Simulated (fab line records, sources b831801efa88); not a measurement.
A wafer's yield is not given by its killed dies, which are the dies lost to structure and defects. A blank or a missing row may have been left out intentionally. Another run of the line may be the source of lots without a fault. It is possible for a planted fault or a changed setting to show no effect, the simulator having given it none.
Chamber matching ; flow sfqLine ; SFQ_TRILAYER_I4_CMP_CMP_100 on cmp-02 has 4 sister chambers
The step polishes SiO2. 8 wafers are shown with their chamber, then 8 later ones without.

## WAFERS, EACH WITH ITS CHAMBER
wafer;chamber;motorCurrentA (A);timeToEndpointS (s)
L368.4;2;11.6;203
L368.6;1;10.7;233
L371.5;2;11.6;220
L371.6;1;10.7;244
L372.2;0;8.0;225
L372.3;3;10.4;222
L372.6;0;8.6;247
L383.3;3;10.1;224

## WAFERS WITHOUT THEIR CHAMBER
wafer;motorCurrentA (A);timeToEndpointS (s)
L383.5;11.1;218
L383.6;10.6;235
L384.2;8.6;225
L384.3;11.1;219
L384.4;10.9;220
L385.1;8.6;225
L385.2;11.0;215
L385.3;10.9;226

## WHICH CHAMBER EACH ONE RAN IN
wafer;from the rows above;in truth
L383.5;can't be placed: 2 or 1 or 3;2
L383.6;can't be placed: 1 or 3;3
L384.2;0;0
L384.3;can't be placed: 2 or 1 or 3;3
L384.4;can't be placed: 1 or 3 or 2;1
L385.1;0;0
L385.2;can't be placed: 2 or 1 or 3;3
L385.3;can't be placed: 1 or 3 or 2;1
Correctly placed: 2 of 8. Cannot be placed on the basis of these rows: 6; the candidates contain the true chamber in 6. Placed wrongly: 0.
How it was worked out, from the rows above alone: a wafer's distance from a chamber is the root of the sum, over the readings, of the square of ((its reading less the chamber's mean) divided by the reading's scatter). If the next closest chamber is less than 2 further off than the closest, the wafer can't be placed; otherwise it belongs to the closest. For every chamber, the mean is computed from those of its wafers that are shown. The scatter: the root of (the sum of the squares of (reading less its chamber's mean) over the shown wafers, divided by (wafers less chambers)).
